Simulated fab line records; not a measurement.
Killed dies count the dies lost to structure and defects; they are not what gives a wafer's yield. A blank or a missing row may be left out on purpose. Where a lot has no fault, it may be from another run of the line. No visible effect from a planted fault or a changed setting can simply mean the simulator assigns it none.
The tool behind it: which one? / flow gf180mcu / 18 wafers from 6 lots sampled at 2 of the route's 602 steps

== WHAT EACH GAUGE READ, for each wafer ==
GF_M4_RS_MEAS_05: measurement is done with a four-point probe.
lot=L349; measured=day 23 17:25; on=filmMetro-03; M4_ALCU_RS (ohm/sq)=0.0677 0.0678 0.0689
lot=L351; measured=day 24 02:42; on=filmMetro-02; M4_ALCU_RS (ohm/sq)=0.0670 0.0680 0.0671
lot=L355; measured=day 25 14:36; on=filmMetro-04; M4_ALCU_RS (ohm/sq)=0.0686 0.0685 0.0690
lot=L358; measured=day 26 17:14; on=filmMetro-02; M4_ALCU_RS (ohm/sq)=0.0688 0.0690 0.0683
lot=L363; measured=day 28 19:35; on=filmMetro-03; M4_ALCU_RS (ohm/sq)=0.0681 0.0671 0.0676
lot=L368; measured=day 29 22:11; on=filmMetro-02; M4_ALCU_RS (ohm/sq)=0.0695 0.0688 0.0694

== TOOL THAT RAN EACH LOT (tool first, then ch and the chambers of the sampled wafers, then the start) ==
lot=L349; GF_V3_SPUTTER_22=pvdSputter-03, day 23 16:34
lot=L351; GF_V3_SPUTTER_22=pvdSputter-04, day 24 01:50
lot=L355; GF_V3_SPUTTER_22=pvdSputter-04, day 25 13:44
lot=L358; GF_V3_SPUTTER_22=pvdSputter-04, day 26 16:20
lot=L363; GF_V3_SPUTTER_22=pvdSputter-01, day 28 18:44
lot=L368; GF_V3_SPUTTER_22=pvdSputter-03, day 29 21:19
- GF_V3_SPUTTER_22: material TiN, target thk 10 nm, time 40 s.

== THE ANSWER, worked out from the rows above alone ==
Rule: what is usual is taken from the lots themselves. The widest of any qualifying gaps counts: lots, ordered by their means at a reading, are off when they make up no more than a third of the lots, leave a main group of 4 or more, and stand apart from it by 3 or more times the standard deviation of that group's means. The tables above print the reading to a certain number of digits; a main group whose means all agree to those digits is not used. A lot without any number at a reading at which 4 lots or more have one is off too. The other lots that the step has rows for count as sound.
No lot is off at any reading shown: from this, nothing can be told.

== WHAT THE SIMULATOR HAD INSERTED ==
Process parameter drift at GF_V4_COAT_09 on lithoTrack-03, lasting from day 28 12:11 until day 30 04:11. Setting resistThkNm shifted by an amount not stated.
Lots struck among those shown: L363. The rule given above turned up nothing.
